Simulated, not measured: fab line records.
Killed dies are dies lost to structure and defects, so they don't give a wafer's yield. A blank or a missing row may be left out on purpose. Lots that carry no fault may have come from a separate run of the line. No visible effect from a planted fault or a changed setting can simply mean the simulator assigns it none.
Problem report, 8D (eight disciplines) form, completed by code | flow gf180mcu | the parts of the form that need people (team, actions taken, sign-off) are left out

== 1. THE PROBLEM ==
Wafers without a fault read 2.000 Pa, standard deviation 0.0041; chamberPressurePa at GF_M3_SPUTTER_00 reads a mean of 2.221 Pa on 6 wafers belonging to 2 lots. That is +54 standard deviations from the usual mean.
The step: material Ti, target thk 37.5 nm, time 150 s.
First seen on wafer L289.2, day 23 12:57, on pvdSputter-04. At this step, 18 wafers from 6 lots have a number in the record. Rule for "out", or "out of limits": more than 4 standard deviations from the usual mean. Any other wafer with a number is counted as sound.

== 2. WHAT IT IS; WHAT IT IS NOT ==
question                    | is                     | is not
which readings at this step | chamberPressurePa      | -
which lots                  | L289, L290             | L281, L285, L296, L301
which wafers of those lots  | all that have a number | -
read on which tools         | pvdSputter-04          | pvdSputter-01, pvdSputter-03
when                        | from day 23 12:57      | up to then (6 sound wafers); but 6 sound wafers of L296, L301 came after

== 3. WHAT RULES OUT EACH SUSPECT ==
Counting: a tool at any process step up to the reading remains a suspect when it ran all the lots that are out and ran no sound lot after the first of those.
- plasmaAsher-02 at GF_V2_STRIP_18 (strips in O2/N2): ruled out as a lasting fault. The sound lots L301 went through it after L289, its earliest lot that is out (day 23 11:43).
- pvdSputter-02 at GF_V2_SPUTTER_21 (material Ti, target thk 15 nm, time 80.02 s): kept. It processed each lot that is out, first L289 at day 23 12:16, and no sound lot thereafter; up to then, the last sound lot it processed was L285 at day 22 04:05.
- pvdSputter-02 at GF_V2_SPUTTER_22 (material TiN, target thk 10 nm, time 40 s): kept. It processed each lot that is out, first L289 at day 23 12:19, and no sound lot thereafter; up to then, the last sound lot it processed was L285 at day 22 04:09.
- pvdSputter-04 at GF_M3_SPUTTER_00 (material Ti, target thk 37.5 nm, time 150 s): kept. It processed each lot that is out, first L289 at day 23 12:57, and no sound lot thereafter; up to then, the last sound lot it processed was L285 at day 22 04:47. On those wafers its own readings are out: chamberPressurePa.
Left after counting: pvdSputter-02 at GF_V2_SPUTTER_21, pvdSputter-02 at GF_V2_SPUTTER_22, pvdSputter-04 at GF_M3_SPUTTER_00.

== 4. THE CAUSE (what the simulator had put in) ==
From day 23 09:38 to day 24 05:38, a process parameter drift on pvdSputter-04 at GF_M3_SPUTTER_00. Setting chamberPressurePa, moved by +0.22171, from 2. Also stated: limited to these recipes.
Counting leaves 3 suspects; this tool is one of them.

== 5. SEQUENCE OF EFFECTS, ordered by route ==
Each row: a reading where the mean over the struck wafers with a number is more than 3 standard deviations away from the usual. Readings are gone through only where the record gives a usual standard deviation; hours: the median, over the lots, of the time from a lot's start at the first step in this table giving one to that lot's start at this step; sigmas: the change measured in usual standard deviations.
hours | step             | reading           | usual    | on struck wafers | change | sigmas
0     | GF_M3_SPUTTER_00 | chamberPressurePa | 2.000 Pa | 2.221            | +0.221 | +54
Its process steps:
- GF_M3_SPUTTER_00: material Ti, target thk 37.5 nm, time 150 s.

== 6. WHAT WOULD HAVE CAUGHT IT SOONER ==
In this record no reading fell out of limits until day 23 12:57, 3 hours after the fault had begun at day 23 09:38.
